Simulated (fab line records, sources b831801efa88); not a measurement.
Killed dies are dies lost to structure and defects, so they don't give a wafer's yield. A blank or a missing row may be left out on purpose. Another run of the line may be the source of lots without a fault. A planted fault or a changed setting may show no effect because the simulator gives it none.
The tool behind it: which one? | flow gf180mcu | 13 lots with 39 wafers sampled at 5 steps, on a route of 602 steps

## WHAT THE GAUGES SHOWED, per wafer
GF_STI_THK_MEAS_04. Usual: STI_CVD_03_THK gives 193.4 nm (standard deviation 2.3).
lot  | measured    | on            | STI_CVD_03_THK (nm) | flag
L712 | day 1 14:52 | film-metro-04 | 192.3 192.2 192.9   |
L714 | day 1 23:34 | film-metro-03 | 188.6 189.9 189.8   |
L715 | day 2 04:34 | film-metro-03 | 195.2 195.8 196.5   |
L717 | day 2 14:36 | film-metro-03 | 189.9 189.5 191.0   |
L719 | day 3 01:34 | film-metro-01 | 193.1 193.4 192.7   |
L724 | day 4 01:34 | film-metro-04 | 192.7 192.1 190.5   |
L725 | day 4 06:34 | film-metro-03 | 194.1 192.3 195.5   |
L726 | day 4 12:27 | film-metro-03 | 192.2 193.5 192.1   |
L731 | day 5 12:34 | film-metro-01 | 192.3 192.0 192.1   |
L732 | day 5 17:34 | film-metro-01 | 195.6 196.3 195.5   |
L733 | day 5 22:34 | film-metro-03 | 193.7 191.9 193.9   |
L734 | day 6 04:32 | film-metro-03 | 195.4 197.2 197.3   |
L735 | day 6 08:34 | film-metro-01 | 195.6 193.5 195.2   |

GF_LVPWELL_OVL_MEAS_07. Usual: LVPWELL_OVL gives -1.0 nm (standard deviation 1.4).
lot  | measured    | on         | LVPWELL_OVL (nm) | flag
L712 | day 3 22:33 | overlay-02 | 1.0 0.9 0.3      |
L714 | day 4 07:09 | overlay-02 | -0.6 -1.5 -3.3   |
L715 | day 4 15:16 | overlay-02 | -1.4 -1.8 0.0    |
L717 | day 5 00:21 | overlay-01 | -1.4 -1.9 -2.5   |
L719 | day 5 12:22 | overlay-01 | -1.1 -0.4 -2.5   |
L724 | day 6 16:07 | overlay-02 | 0.2 -1.1 -1.1    |
L725 | day 6 22:39 | overlay-02 | -1.7 2.4 1.9     |
L726 | day 7 03:57 | overlay-01 | -2.9 -2.3 -0.4   |
L731 | day 8 07:10 | overlay-02 | -2.0 -0.5 -1.3   |
L732 | day 8 12:21 | overlay-01 | 2.5 1.3 -0.2     |
L733 | day 8 17:57 | overlay-02 | -1.6 -2.6 -1.1   |
L734 | day 9 01:36 | overlay-02 | -0.2 -2.5 -3.4   |
L735 | day 9 06:54 | overlay-02 | -0.1 -1.9 -0.2   |

GF_VT_IMPLANT_RS_MEAS_46: measures by four-point-probe. Usual: MVSD_RS gives 445.3 ohm/sq (standard deviation 1.3).
lot  | measured     | on            | MVSD_RS (ohm/sq)  | flag
L712 | day 7 15:03  | film-metro-04 | 447.0 445.8 446.4 |
L714 | day 8 01:34  | film-metro-01 | 444.5 445.9 445.9 |
L715 | day 8 11:43  | film-metro-02 | 445.3 445.1 446.9 |
L717 | day 8 22:22  | film-metro-01 | 448.5 447.7 447.6 |
L719 | day 9 13:28  | film-metro-02 | 444.8 443.4 444.5 |
L724 | day 10 22:04 | film-metro-02 | 458.0 459.2 460.4 | OFF
L725 | day 11 05:52 | film-metro-02 | 445.9 444.0 444.9 |
L726 | day 11 11:31 | film-metro-04 | 459.7 461.5 461.9 | OFF
L731 | day 12 21:52 | film-metro-02 | 443.6 443.8 444.6 |
L732 | day 13 03:13 | film-metro-02 | 444.2 444.4 444.0 |
L733 | day 13 13:09 | film-metro-04 | 445.1 445.4 445.0 |
L734 | day 13 19:27 | film-metro-02 | 446.4 444.9 445.5 |
L735 | day 14 03:09 | film-metro-01 | 446.2 446.5 447.8 |

## WHICH TOOL RAN EACH LOT (tool, then ch and the chambers of the sampled wafers, then the start)
lot  | GF_DNWELL_STRIP_08                  | GF_MVSD_IMPLANT_08
L712 | plasma-asher-03 ch 0,1, day 2 19:43 | implanter-01 ch 0, day 4 12:33
L714 | plasma-asher-04 ch 0,1, day 3 05:12 | implanter-02 ch 0, day 4 21:20
L715 | plasma-asher-01 ch 0,1, day 3 12:40 | implanter-01 ch 0, day 5 05:37
L717 | plasma-asher-03 ch 0,1, day 3 20:34 | implanter-01 ch 0, day 5 15:26
L719 | plasma-asher-03 ch 0,1, day 4 07:43 | implanter-03 ch 0, day 6 03:32
L724 | plasma-asher-03 ch 0,1, day 5 10:34 | implanter-03 ch 0, day 7 08:10
L725 | plasma-asher-01 ch 0,1, day 5 15:54 | implanter-01 ch 0, day 7 14:19
L726 | plasma-asher-01 ch 0,1, day 5 21:24 | implanter-03 ch 0, day 7 20:24
L731 | plasma-asher-01 ch 0,1, day 6 23:09 | implanter-01 ch 0, day 9 00:22
L732 | plasma-asher-04 ch 0,1, day 7 03:57 | implanter-01 ch 0, day 9 05:25
L733 | plasma-asher-01 ch 0, day 7 09:27   | implanter-02 ch 0, day 9 11:08
L734 | plasma-asher-04 ch 0,1, day 7 16:48 | implanter-02 ch 0, day 9 18:50
L735 | plasma-asher-01 ch 0,1, day 7 21:46 | implanter-01 ch 0, day 9 23:53
- GF_DNWELL_STRIP_08: strips in O2/N2.
- GF_MVSD_IMPLANT_08

## WHAT THE TOOLS THEMSELVES READ (means of the sampled wafers that have a number; where no wafer has one, the mark that the record gives instead)
GF_DNWELL_STRIP_08. Usual: drypump-motor-current-A 5.58 A, standard deviation 0.19; heater-power-w 318 W, standard deviation 18; oes-product-au 0.723 a.u., standard deviation 0.0048; strip-time-to-endpoint-s 36.97 s, standard deviation 0.094.
lot  | tool            | drypump-motor-current-A (A) | heater-power-w (W) | oes-product-au (a.u.) | strip-time-to-endpoint-s (s) | flag
L712 | plasma-asher-03 | 5.60                        | 296                | 0.721                 | 36.89                        |
L714 | plasma-asher-04 | 5.90                        | 344                | 0.723                 | 36.85                        |
L715 | plasma-asher-01 | 5.42                        | 329                | 0.724                 | 36.91                        |
L717 | plasma-asher-03 | 5.64                        | 299                | 0.727                 | 37.12                        |
L719 | plasma-asher-03 | 5.61                        | 296                | 0.729                 | 36.92                        |
L724 | plasma-asher-03 | 5.65                        | 300                | 0.724                 | 36.91                        |
L725 | plasma-asher-01 | 5.43                        | 324                | 0.720                 | 37.14                        |
L726 | plasma-asher-01 | 5.50                        | 321                | 0.718                 | 37.03                        |
L731 | plasma-asher-01 | 5.48                        | 321                | 0.728                 | 36.98                        |
L732 | plasma-asher-04 | 5.63                        | 338                | 0.723                 | 36.87                        |
L733 | plasma-asher-01 | 5.38                        | 328                | 0.726                 | 37.06                        |
L734 | plasma-asher-04 | 5.89                        | 347                | 0.722                 | 37.02                        |
L735 | plasma-asher-01 | 5.44                        | 327                | 0.725                 | 36.91                        |

GF_MVSD_IMPLANT_08. Usual: beam-energy-keV at 399.99, with a standard deviation of 0.12.
lot  | tool         | beam-energy-keV | flag
L712 | implanter-01 | 400.01          |
L714 | implanter-02 | 399.93          |
L715 | implanter-01 | 399.99          |
L717 | implanter-01 | 399.84          |
L719 | implanter-03 | 399.86          |
L724 | implanter-03 | 341.24          | OFF
L725 | implanter-01 | 399.90          |
L726 | implanter-03 | 341.16          | OFF
L731 | implanter-01 | 400.05          |
L732 | implanter-01 | 399.94          |
L733 | implanter-02 | 400.02          |
L734 | implanter-02 | 399.95          |
L735 | implanter-01 | 399.94          |

## THE ANSWER, worked out from the rows above alone
Rule: take the mean of a lot's wafers that have a number; if it is more than 3 standard deviations from the usual mean, the lot is off. Also off: a lot with no number at a reading for which 4 or more lots have one. Any other lot the step has rows for is counted as sound. The gauges are gone through in route order, then the tools' own readings, and for those a lot's mean is taken as printed above. At the first step where some lot is off, the reading lying furthest off is the one used; lots without a number count as furthest.
Off: L724, L726, at GF_VT_IMPLANT_RS_MEAS_46 (MVSD_RS).
A tool fits if, at a process step before that reading, it ran every lot that is off, and no sound lot after the first of them. Not tried: the gauges at GF_VT_IMPLANT_RS_MEAS_46; whatever is off there is also off at GF_MVSD_IMPLANT_08, on other tools, and gauge error can't account for it. One candidate fits, namely implanter-03 at GF_MVSD_IMPLANT_08. A fault onset in the window from L719 (day 6 03:32, its last sound lot) to L724 (day 7 08:10, its first lot off) fits.
On the lots that are off, the tool's own readings at GF_MVSD_IMPLANT_08 differ by more than 5 times the standard deviation of the sound lots' means, which bears it out; beam-energy-keV reads 341.20 there versus 399.95 on the sound lots.

## WHAT WAS PUT IN BY THE SIMULATOR
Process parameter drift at GF_MVSD_IMPLANT_08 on implanter-03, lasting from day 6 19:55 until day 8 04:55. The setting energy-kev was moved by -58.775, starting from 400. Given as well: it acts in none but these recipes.
Shown lots that were struck: L724, L726. The rule above found the same.
